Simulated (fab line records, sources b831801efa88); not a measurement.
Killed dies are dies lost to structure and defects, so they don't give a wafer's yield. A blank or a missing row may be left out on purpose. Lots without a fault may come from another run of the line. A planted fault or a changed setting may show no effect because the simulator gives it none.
fab line records | flow sfq_line
record lots=7 wafers=21 last_day=93
route steps=325 shown M3@132 I3@133
lots that met no fault: from a run of the same line without faults
start_h: hours from the record's first day to the start of the lot's first wafer shown | wait_h: hours since the lot's step before | " the same as in the row above | L1.1+2: a row that stands for several wafers | - no value, or no start given | * or withheld: withheld | < > ~ a bound
route shown NAME@n: a module of which the file shows steps, and the number in the route of the first | usual: mean/standard deviation of fault-free wafers | same: alike in all rows | chamber/n: place in a boat | sites: the reading at each site | _std_site: their standard deviation | _edge_site: outer sites' mean less inner sites' | radius_mm: how far each site lies from the wafer's centre | mask NAME#n: copy n | behind: the tool/chamber that last shaped the wafer | hold: why the lot was held/for how many hours/how that ended | device: the transistor (n, p or np) that didn't switch | end of line: the same wafers' tests at the end of the route | a step without rows: its recipe alone | killed: dies lost to structure and defects at the first sort, not the wafer's yield | map: a wafer's dies, x killed, . not, _ none there
set.NAME: the setting as run; set.NAME@STEP: as run at that earlier step | model.NAME: the simulator's own value behind a step, which no gauge read
lots at some steps of the route; a table a step, a row a wafer
services: from which hour (start_h, from the record's first day; less than 0 if before it) a tool's chamber was out of use, for how many hours, and why
## steps
# step SFQ_TRILAYER_M3_STRIP_SOLV_CLEAN_080
# recipe chemistry=NMP temp_c=70 time_s=600
# step SFQ_TRILAYER_I3_DEP_PECVD_081
# recipe material=SiO2 temp_c=150 time_s=111.11 pressure_torr=2.4 rf_w=183.3 precursor=SiH4/N2O target_thk_nm=500
# usual heater_power_outer_w=21/6.1 heater_power_w=72/13 throttle_valve_pct=24.8/1.4
# columns lot.wafer tool chamber start_h wait_h heater_power_outer_w heater_power_w throttle_valve_pct
L190.1 pecvd-01 1 624.38 0.0 27 71 22.6
L190.5 " 1 " " 28 74 22.9
L190.6 " 2 " " 14 55 23.1
L191.1 pecvd-02 0 635.54 0.0 27 80 24.0
L191.4 " 2 " " 15 58 24.3
L191.6 " 1 " " 12 70 26.4
L194.2 pecvd-04 1 697.13 0.0 32 78 26.5
L194.3 " 0 " " 31 101 24.8
L194.4 " 1 " " 21 63 26.2
L195.1 pecvd-02 1 704.44 0.0 15 73 26.6
L195.5 " 1 " " 18 77 26.7
L195.6 " 0 " " 24 79 23.8
L201.1 pecvd-04 0 793.20 0.0 24 89 24.5
L201.3 " 2 " " 18 60 25.3
L201.5 " 1 " " 26 70 26.7
L202.1 pecvd-02 0 797.21 0.0 23 77 24.2
L202.5 " 2 " " 17 62 24.5
L202.6 " 0 " " 24 80 24.0
L203.1 pecvd-01 2 800.81 0.0 18 62 23.6
L203.3 " 0 " " 32 85 23.7
L203.5 " 0 " " 33 88 23.4
# step SFQ_TRILAYER_I3_CMP_CMP_082
# recipe material=SiO2 down_force_psi=3 platen_rpm=60 pad_velocity_m_s=0.94248
# usual motor_current_A=10.3/0.98 time_to_endpoint_s=218/8
# columns lot.wafer tool chamber start_h wait_h motor_current_A time_to_endpoint_s
L190.1 cmp-02 1 632.51 8.1 10.9 208
L190.5 " 1 634.51 10.0 10.8 212
L190.6 " 2 " " 9.2 226
L191.4 cmp-01 2 639.62 4.0 10.1 227
L191.1 " 0 640.62 5.0 9.0 218
L191.6 " 2 641.62 6.0 10.4 230
L194.2 cmp-02 0 703.67 6.5 10.0 212
L194.3 " 1 " " 11.2 211
L194.4 " 2 " " 8.5 225
L195.1 cmp-01 0 710.56 6.1 8.6 212
L195.6 " 0 712.56 8.0 8.7 221
L195.5 " 1 " " 11.6 221
L201.3 cmp-02 2 805.67 12.4 9.0 222
L201.1 " 3 " " 10.9 210
L201.5 " 1 807.17 13.9 11.2 211
L202.1 cmp-01 2 806.80 9.5 10.4 219
L202.5 " 0 807.80 10.5 8.8 210
L202.6 " 1 " " 11.3 214
L203.1 cmp-02 2 809.17 8.3 9.2 215
L203.3 " 3 " " 10.5 206
L203.5 " 1 810.67 9.8 10.4 209
# step SFQ_I3_BOW_MEAS_922
# recipe mode=bow
# usual I3_BOW=1/9.5
# columns lot.wafer tool chamber start_h wait_h I3_BOW[um]
L190.1 film_metro-03 - 635.51 2.5 12
L190.5 " - " " -7
L190.6 " - " " 2
L191.1 film_metro-02 - 642.62 1.5 15
L191.4 " - " " 2
L191.6 " - " " 12
L194.2 film_metro-01 - 706.19 2.0 16
L194.3 " - " " -2
L194.4 " - " " 3
L195.1 film_metro-01 - 713.56 2.5 -12
L195.5 " - " " -10
L195.6 " - " " 8
L201.1 film_metro-03 - 808.17 1.5 1
L201.3 " - " " 3
L201.5 " - " " 1
L202.1 film_metro-01 - 808.80 1.5 4
L202.5 " - " " 10
L202.6 " - " " 12
L203.1 film_metro-02 - 811.17 1.5 -8
L203.3 " - " " -9
L203.5 " - " " -16
# step SFQ_TRILAYER_I3_METRO_MEASURE_083
# usual thk_nm=200.5/1.2
# columns lot.wafer tool chamber start_h wait_h thk_nm
L190.1 film_metro-03 - 635.63 0.1 200.0
L190.5 " - " " 199.3
L190.6 " - " " 202.0
L191.1 film_metro-02 - 642.74 0.1 198.7
L191.4 " - " " 201.1
L191.6 " - " " 200.5
L194.2 film_metro-01 - 706.49 0.3 201.0
L194.3 " - " " 199.4
L194.4 " - " " 201.8
L195.1 film_metro-01 - 713.68 0.1 201.7
L195.5 " - " " 200.4
L195.6 " - " " 200.8
L201.1 film_metro-03 - 808.29 0.1 200.6
L201.3 " - " " 200.8
L201.5 " - " " 199.3
L202.1 film_metro-01 - 808.92 0.1 201.5
L202.5 " - " " 199.7
L202.6 " - " " 199.0
L203.1 film_metro-02 - 811.29 0.1 202.1
L203.3 " - " " 200.6
L203.5 " - " " 200.8
# step SFQ_TRILAYER_I3_VIA_LITHO_COAT_090
# recipe resist=BARC spin_rpm=3000 resist_thk_nm=62
# step SFQ_TRILAYER_I3_VIA_LITHO_COAT_085
# recipe resist=KrF spin_rpm=3000 resist_thk_nm=650
# step SFQ_TRILAYER_I3_VIA_LITHO_SOFTBAKE_089
# recipe temp_c=withheld time_s=withheld resist=KrF
# step SFQ_TRILAYER_I3_VIA_LITHO_EXPOSE_086
# recipe mask_id=I3 na=0.6 source_shape=conventional sigma_outer=0.65 target_cd_nm=500 dose_mj=21.3
# step SFQ_TRILAYER_I3_VIA_LITHO_PEB_088
# recipe peb_temp_c=115 peb_time_s=60 resist=KrF
# step SFQ_TRILAYER_I3_VIA_LITHO_DEVELOP_087
# recipe time_s=60 resist=KrF
# step SFQ_I3_OVL_MEAS_923
# usual I3_OVL=0/6.4
# columns lot.wafer tool chamber start_h wait_h I3_OVL[nm]
L190.1 overlay-01 - 784.22 0.1 -2
L190.5 " - " " -1
L190.6 " - " " -5
L191.1 overlay-01 - 793.82 0.1 6
L191.4 " - " " -2
L191.6 " - " " -1
L194.2 overlay-01 - 843.89 0.1 3
L194.3 " - " " 14
L194.4 " - " " -4
L195.1 overlay-01 - 852.29 0.1 -7
L195.5 " - " " -7
L195.6 " - " " 4
L201.1 overlay-01 - 963.41 0.1 6
L201.3 " - " " 7
L201.5 " - " " 6
L202.1 overlay-01 - 964.61 0.1 3
L202.5 " - " " 2
L202.6 " - " " -1
L203.1 overlay-01 - 969.41 0.1 12
L203.3 " - " " 11
L203.5 " - " " 7
# step SFQ_TRILAYER_I3_VIA_BARC_OPEN_VIA_ETCH_121
# recipe mask_material=PR chemistry=O2 target_depth_nm=125 target=BARC source_w=500 bias_w=80 pressure_mtorr=30 time_s=41.7
# usual drypump_motor_current_A=5.6/0.37 oes_product_au=0.685/0.0048 run_length_s=70.2/0.38 time_s=41.7/0
# columns lot.wafer tool chamber start_h wait_h drypump_motor_current_A oes_product_au rf_hours_counter_h run_length_s time_s model.KrF_of_TRILAYER_I3_VIA_LITHO_COAT_085.thk_nm
L190.1 rie_diel-03 2 784.25 0.0 5.6 0.680 15 69.8 41.7 574.8
L190.5 " 2 " " 5.7 0.697 - 69.8 41.7 575.3
L190.6 " 1 " " 5.8 0.692 - 70.4 41.7 573.6
L191.1 rie_diel-04 2 793.85 0.0 6.0 0.684 1 70.2 41.7 575.6
L191.4 " 3 " " 5.6 0.679 7 70.0 41.7 575.7
L191.6 " 1 " " 5.1 0.683 - 70.6 41.7 572.7
L194.2 rie_diel-03 3 843.92 0.0 5.1 0.690 7 71.0 41.7 571.3
L194.3 " 2 " " 5.6 0.684 16 69.8 41.7 573.7
L194.4 " 1 " " 5.8 0.687 4 70.4 41.7 573.8
L195.1 rie_diel-01 1 852.32 0.0 6.1 0.687 0 70.4 41.7 572.3
L195.5 " 1 " " 6.1 0.677 - 70.3 41.7 569.6
L195.6 " 0 " " 5.2 0.690 - 69.8 41.7 574.9
L201.1 rie_diel-01 3 963.45 0.0 5.9 0.816 21 60.4 29.19 585.7
L201.3 " 1 " " 6.1 0.817 1 60.8 29.19 585.2
L201.5 " 3 " " 5.9 0.817 - 60.5 29.19 585.2
L202.1 rie_diel-04 2 964.65 0.0 6.0 0.812 4 61.4 29.19 589.2
L202.5 " 0 " " 5.0 0.820 - 60.1 29.19 585.5
L202.6 " 3 " " 5.6 0.815 - 60.6 29.19 586.1
L203.1 rie_diel-03 3 969.45 0.0 5.1 0.815 9 60.8 29.19 589.4
L203.3 " 1 " " 5.8 0.822 6 61.5 29.19 588
L203.5 " 3 " " 5.1 0.821 - 60.7 29.19 587.5
# step SFQ_TRILAYER_I3_VIA_ETCH_VIA_ETCH_088
# recipe target=SiO2 stop_on=Nb mask_material=PR taper_deg=20 chemistry=CHF3 target_depth_nm=260 source_w=500 bias_w=80 pressure_mtorr=30 time_s=withheld
# usual drypump_motor_current_A=5.6/0.38 oes_product_au=0.856/0.0058
# columns lot.wafer tool chamber start_h wait_h drypump_motor_current_A oes_product_au model.KrF_of_TRILAYER_I3_VIA_LITHO_COAT_085.thk_nm
L190.1 rie_diel-03 2 784.29 0.0 5.6 0.860 530.2
L190.5 " 2 " " 5.6 0.852 530.1
L190.6 " 1 " " 5.8 0.862 528
L191.1 rie_diel-04 2 793.89 0.0 6.0 0.851 531
L191.4 " 3 " " 5.6 0.851 530.8
L191.6 " 1 " " 5.2 0.853 527.2
L194.2 rie_diel-03 3 843.96 0.0 5.1 0.862 525.5
L194.3 " 2 " " 5.7 0.854 528.7
L194.4 " 1 " " 5.8 0.858 528.3
L195.1 rie_diel-01 1 852.36 0.0 6.1 0.861 527.3
L195.5 " 1 " " 6.2 0.859 524.7
L195.6 " 0 " " 5.2 0.864 530.2
L201.1 rie_diel-01 3 963.49 0.0 5.9 0.852 540.6
L201.3 " 1 " " 6.1 0.852 539.8
L201.5 " 3 " " 5.9 0.852 539.9
L202.1 rie_diel-04 2 964.69 0.0 6.0 0.857 544.6
L202.5 " 0 " " 5.0 0.856 540.7
L202.6 " 3 " " 5.6 0.844 540.5
L203.1 rie_diel-03 3 969.49 0.0 5.1 0.861 543.5
L203.3 " 1 " " 5.8 0.854 542.7
L203.5 " 3 " " 5.1 0.856 541.5
# step SFQ_TRILAYER_I3_VIA_STRIP_STRIP_089
# recipe gas=O2 power_w=200 platen_temp_c=40 overash_fraction=0.65 chemistry=O2 pressure_mtorr=50
# usual drypump_motor_current_A=6.1/0.36 oes_product_au=0.994/0.01
# columns lot.wafer tool chamber start_h wait_h drypump_motor_current_A oes_product_au rf_hours_counter_h
L190.1 rie_metal-04 0 784.40 - 5.6 1.019 136
L190.5 " 0 " " 5.6 1.016 -
L190.6 " 1 " " 6.6 1.008 -
L191.1 rie_metal-03 1 794.00 - 5.7 0.993 127
L191.4 " 1 " " 5.7 0.991 -
L191.6 " 1 " " 5.8 0.997 -
L194.2 rie_metal-03 0 844.08 - 5.9 0.998 94
L194.3 " 0 " " 5.9 1.002 -
L194.4 " 1 " " 5.7 1.002 -
L195.1 rie_metal-03 1 852.48 - 5.7 0.994 134
L195.5 " 1 " " 5.7 0.996 -
L195.6 " 0 " " 5.9 0.994 -
L201.1 rie_metal-01 1 963.60 - 6.2 0.987 28
L201.3 " 1 " " 6.3 0.980 -
L201.5 " 1 " " 6.1 0.977 -
L202.1 rie_metal-03 1 964.80 - 5.7 1.002 148
L202.5 " 1 " " 5.7 1.007 -
L202.6 " 0 " " 5.9 0.992 -
L203.1 rie_metal-01 1 969.60 - 6.2 0.973 28
L203.3 " 1 " " 6.2 0.981 -
L203.5 " 1 " " 6.2 0.974 -
## services
# columns tool chamber start_h hours kind
rie_diel-04 0 610.47 5.3 repair
rie_diel-03 2 649.04 1.2 repair
rie_diel-03 3 650.74 6.7 repair
cmp-01 - 658.05 0.4 repair
film_metro-01 - 659.80 10.2 pm
rie_diel-01 0 687.54 2.8 repair
cmp-02 - 692.89 0.3 repair
rie_diel-04 1 702.71 10.5 repair
rie_diel-04 2 707.30 15.3 repair
rie_diel-01 0 720.22 19.6 repair
rie_diel-03 0 725.16 2.8 repair
film_metro-01 - 729.88 1.5 pm
cmp-01 - 743.26 0.5 repair
rie_metal-03 - 787.32 2.5 repair
rie_diel-03 3 793.37 4.6 repair
rie_diel-01 2 801.39 4.4 repair
cmp-02 - 841.49 1.4 repair
cmp-02 - 867.24 6.0 pm
rie_diel-03 0 867.91 12.7 repair
rie_diel-01 - 873.26 2.8 pm
rie_diel-01 - 898.48 0.6 repair
cmp-02 - 921.64 4.0 pm
rie_diel-01 - 936.42 0.7 repair
rie_diel-03 2 944.10 13.0 repair
## key
first_sign step=SFQ_TRILAYER_I3_VIA_BARC_OPEN_VIA_ETCH_121 reading=time_s direction=down sigmas=99+ usual=* struck=*
effect step=SFQ_TRILAYER_I3_VIA_BARC_OPEN_VIA_ETCH_121 reading=oes_product_au direction=up sigmas=28 usual=0.685 struck=0.817
model_effect step=SFQ_TRILAYER_I3_VIA_BARC_OPEN_VIA_ETCH_121 value=KrF_of_TRILAYER_I3_VIA_LITHO_COAT_085.thk_nm without=571.2 struck=586.9
model_effect step=SFQ_TRILAYER_I3_VIA_ETCH_VIA_ETCH_088 value=KrF_of_TRILAYER_I3_VIA_LITHO_COAT_085.thk_nm without=525.9 struck=541.5
met_at SFQ_TRILAYER_I3_VIA_BARC_OPEN_VIA_ETCH_121
struck_wafers L201.1,L201.3,L201.5,L202.1,L202.5,L202.6,L203.1,L203.3,L203.5
onset_between 852.32 963.45
fault kind=recipe_version_skew tool=rie_diel-01,rie_diel-03,rie_diel-04 chamber=- onset_h=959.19 steps=SFQ_TRILAYER_I3_VIA_BARC_OPEN_VIA_ETCH_121 wrong_recipe.time_s=*
